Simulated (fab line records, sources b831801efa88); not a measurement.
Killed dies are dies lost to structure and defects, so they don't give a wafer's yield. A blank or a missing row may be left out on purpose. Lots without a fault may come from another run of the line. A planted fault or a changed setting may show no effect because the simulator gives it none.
Problem report in the 8D (eight disciplines) form, filled by code | flow sky130 | the parts of the form that need people (team, actions taken, sign-off) are left out

1. THE PROBLEM
oes_product_au at SKY_METAL4_METAL_ETCH_18 reads a mean of 0.773 a.u. on 1 wafer of 1 lot; wafers without a fault read 0.866 a.u. with a standard deviation of 0.007. That is -13 standard deviations from the usual mean.
The step: etches the open film in Cl2/BCl3, stops on SiO2, target depth 845 nm, time 183.1 s.
First seen on wafer L348.6, day 49 14:17, on rie_metal-04. The record holds 33 wafers of 11 lots with a number at this step. Rule for "out", or "out of limits": more than 4 standard deviations from the usual mean. The other wafers with a number count as sound.

2. WHAT IT IS AND WHAT IT IS NOT
question                    | is                | is not
which readings at this step | oes_product_au    | drypump_motor_current_A, throttle_valve_pct
which lots                  | L348              | L329, L331, L333, L334, L335, L336, L337, L338, L342, L346
which wafers of those lots  | L348.6            | L348.4, L348.5
read on which tools         | rie_metal-04      | rie_metal-02, rie_metal-03
when                        | from day 49 14:17 | up to then (29 sound wafers); but 3 sound wafers of L346 came after

3. SUSPECTS, AND WHAT RULES EACH OUT
Counting: a tool at a process step up to the reading stays a suspect if it ran every lot that is out. Sound lots after the first of them don't rule it out here, since some wafers of a struck lot are sound.
- rie_metal-04 at SKY_METAL4_METAL_ETCH_18 (etches the open film in Cl2/BCl3, stops on SiO2, target depth 845 nm, time 183.1 s): kept. It ran the lot that is out, L348 (day 49 14:17); its last sound lot up to then is L342 (day 49 09:52). Its own readings are out on those wafers: oes_product_au.
Left after counting: rie_metal-04 at SKY_METAL4_METAL_ETCH_18.

4. THE CAUSE (what the simulator had put in)
Process parameter drift: rie_metal-04, from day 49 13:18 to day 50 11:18, at SKY_METAL4_METAL_ETCH_18. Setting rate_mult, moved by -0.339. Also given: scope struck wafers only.
Counting left only this tool.

5. THE CHAIN OF EFFECTS, in route order
Each row: a reading whose mean over the struck wafers that have a number lies more than 3 standard deviations from the usual. Only readings for which the record gives a usual standard deviation are gone through. hours: the time from each lot's start at the first step in this table that gives one to its start at this step, as a median over the lots. sigmas: the change in usual standard deviations.
hours | step                     | reading                  | usual      | on struck wafers | change | sigmas
0     | SKY_METAL4_METAL_ETCH_18 | oes_product_au           | 0.866 a.u. | 0.773            | -0.093 | -13
0     | SKY_METAL4_STRIP_19      | oes_product_au           | 0.506 a.u. | 0.582            | +0.076 | +12
0     | SKY_METAL4_STRIP_19      | strip_time_to_endpoint_s | 6.60 s     | 8.53             | +1.93  | +16
75    | SKY_PAD_OPEN_PROBE_99    | defect_limited_yield     | 82.5 %     | 0.0              | -82.5  | -46
75    | SKY_PAD_OPEN_PROBE_99    | killed_at_M4_up          | 2.8        | 416.0            | +413.2 | +99 or more
75    | SKY_PAD_OPEN_PROBE_99    | killed_dies              | 86         | 492              | +406   | +45
75    | SKY_PAD_OPEN_PROBE_99    | killed_on_rim            | 17         | 96               | +79    | +21
75    | SKY_PAD_OPEN_PROBE_99    | sort_bin_5_function      | 10.3 %     | 93.5             | +83.2  | +59
75    | SKY_PAD_OPEN_PROBE_99    | sort_n_pass              | 406        | 0                | -406   | -45
75    | SKY_PAD_OPEN_PROBE_99    | sort_yield_pct           | 82.5 %     | 0.0              | -82.5  | -46
The process steps in it:
- SKY_METAL4_METAL_ETCH_18: etches the open film in Cl2/BCl3, stops on SiO2, target depth 845 nm, time 183.1 s.
- SKY_METAL4_STRIP_19: strips in O2/N2.
- SKY_PAD_OPEN_PROBE_99

6. WHAT WOULD HAVE CAUGHT IT SOONER
In this record the first reading out of limits was taken at day 49 14:17, 1 hour after the fault began at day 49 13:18.
